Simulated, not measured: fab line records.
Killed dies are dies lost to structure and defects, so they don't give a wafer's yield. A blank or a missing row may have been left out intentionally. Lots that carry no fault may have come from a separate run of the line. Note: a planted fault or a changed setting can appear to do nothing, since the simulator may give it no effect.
Which tool did it?    flow sky130    Sampling: 12 lots, 36 wafers, 3 of 708 route steps

WHAT THE GAUGES SHOWED, per wafer
SKY_VT_ADJUST_PCH_OVL_MEAS_07.
lot   measured      on          VT_ADJUST_PCH_OVL (nm)
L959  day 10 13:16  overlay-01  -2.2 -2.1 -1.0
L960  day 10 14:53  overlay-02  -0.5 -0.4 0.0
L961  day 10 18:47  overlay-02  0.0 -0.4 0.7
L962  day 10 23:58  overlay-02  0.7 0.9 1.1
L965  day 12 00:52  overlay-01  1.4 0.3 2.1
L966  day 12 08:01  overlay-01  0.4 -0.3 0.6
L975  day 15 09:19  overlay-01  -1.0 0.4 0.6
L976  day 15 13:08  overlay-02  -1.6 -1.2 0.6
L978  day 16 05:04  overlay-02  0.5 -1.9 -2.1
L980  day 16 15:31  overlay-01  1.1 -0.9 0.0
L981  day 17 00:31  overlay-02  0.0 -1.4 1.0
L982  day 18 09:02  overlay-02  -0.6 -1.7 1.4

SKY_POLY_GATE_THK_MEAS_01.
lot   measured      on             POLY_GATE_CVD_00_THK (nm)
L959  day 14 09:44  film_metro-01  180.6 180.4 179.6
L960  day 14 09:44  film_metro-03  181.0 178.8 181.0
L961  day 14 10:56  film_metro-01  181.9 182.1 181.7
L962  day 14 20:26  film_metro-03  183.2 182.9 183.9
L965  day 15 16:16  film_metro-01  182.7 181.6 182.2
L975  day 19 12:49  film_metro-03  180.9 180.1 182.4
L976  day 19 22:52  film_metro-01  184.7 181.4 183.9
L978  day 20 15:09  film_metro-01  177.9 178.2 177.8
L980  day 21 00:23  film_metro-02  179.6 179.3 179.7
L981  day 21 16:05  film_metro-03  180.8 181.2 181.6
L982  day 22 13:28  film_metro-03  183.3 182.6 182.6

EACH LOT AND THE TOOL THAT RAN IT (in order: tool; ch and the chambers of the sampled wafers; start)
lot   SKY_GATE_OXIDE_STRIP_13
L959  plasma_asher-04 ch 0,1, day 14 05:46
L960  plasma_asher-02 ch 0,1, day 14 05:38
L961  plasma_asher-02 ch 0,1, day 14 06:50
L962  plasma_asher-02 ch 0,1, day 14 16:19
L965  plasma_asher-02 ch 0,1, day 15 12:40
L966  plasma_asher-02 ch 0,1, day 15 22:44
L975  plasma_asher-01 ch 0,1, day 19 06:34
L976  plasma_asher-04 ch 1, day 19 18:00
L978  plasma_asher-01 ch 0,1, day 20 12:13
L980  plasma_asher-01 ch 0,1, day 20 21:26
L981  plasma_asher-01 ch 0, day 21 13:07
L982  plasma_asher-01 ch 0,1, day 22 10:32
- SKY_GATE_OXIDE_STRIP_13: strips in O2/N2.

AS READ BY THE TOOLS THEMSELVES (means over the sampled wafers that have a number; for cases with no such wafer, the mark the record gives instead)
SKY_GATE_OXIDE_STRIP_13.
lot   tool             drypump_motor_current_A (A)  oes_product_au (a.u.)  strip_time_to_endpoint_s (s)
L959  plasma_asher-04  5.65                         0.715                  14.14
L960  plasma_asher-02  5.67                         0.713                  14.19
L961  plasma_asher-02  5.68                         0.718                  14.23
L962  plasma_asher-02  5.89                         0.716                  14.15
L965  plasma_asher-02  5.67                         0.716                  14.18
L966  plasma_asher-02  5.93                         0.934                  -
L975  plasma_asher-01  5.84                         0.718                  14.18
L976  plasma_asher-04  5.71                         0.715                  14.18
L978  plasma_asher-01  5.90                         0.714                  14.15
L980  plasma_asher-01  5.90                         0.718                  14.25
L981  plasma_asher-01  6.00                         0.717                  14.22
L982  plasma_asher-01  5.92                         0.712                  14.23

THE ANSWER, worked out from the rows above alone
Rule: usual is defined by the lots themselves. Put in order of their means at a reading, lots are off if they are a third of the lots or fewer, leave a main group of 4 or more, and stand apart from it by a gap of 3 or more times the standard deviation of the main group's means; of several such gaps the widest counts. If all means in a main group match to the digits the tables above print for the reading, that group is not used. Also off: a lot with no number at a reading for which 4 or more lots have one. Any other lot the step has rows for is counted as sound. Order of review: gauges by route order, followed by the tools' own readings, for which a lot's mean as printed above is used. The first step at which some lot is off is used, and at that step the reading that is off furthest; a lot without a number counts as furthest.
Off at SKY_GATE_OXIDE_STRIP_13 (strip_time_to_endpoint_s): L966. Without a number there: L966. Mean 14.19 s and standard deviation 0.035 in the main group.
A tool fits if, at that step or a process step before it, it ran every lot that is off, and no sound lot after the first of them. One candidate fits, namely plasma_asher-02 at SKY_GATE_OXIDE_STRIP_13. A fault onset in the window from L965 (day 15 12:40, its last sound lot) to L966 (day 15 22:44, its first lot off) fits.
The tool's own readings at SKY_GATE_OXIDE_STRIP_13 bear it out: on the lots that are off they differ by more than 5 times the standard deviation of the sound lots' means. oes_product_au reads 0.934 a.u. there against 0.716 a.u. on the sound lots.
Blank at SKY_GATE_OXIDE_STRIP_13 on the lots that are off, where sound lots have numbers: strip_time_to_endpoint_s.

WHAT THE SIMULATOR HAD PUT IN
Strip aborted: plasma_asher-02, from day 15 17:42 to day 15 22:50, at SKY_GATE_OXIDE_STRIP_13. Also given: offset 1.
Lots struck among those shown: L966. The rule above reached the same finding.
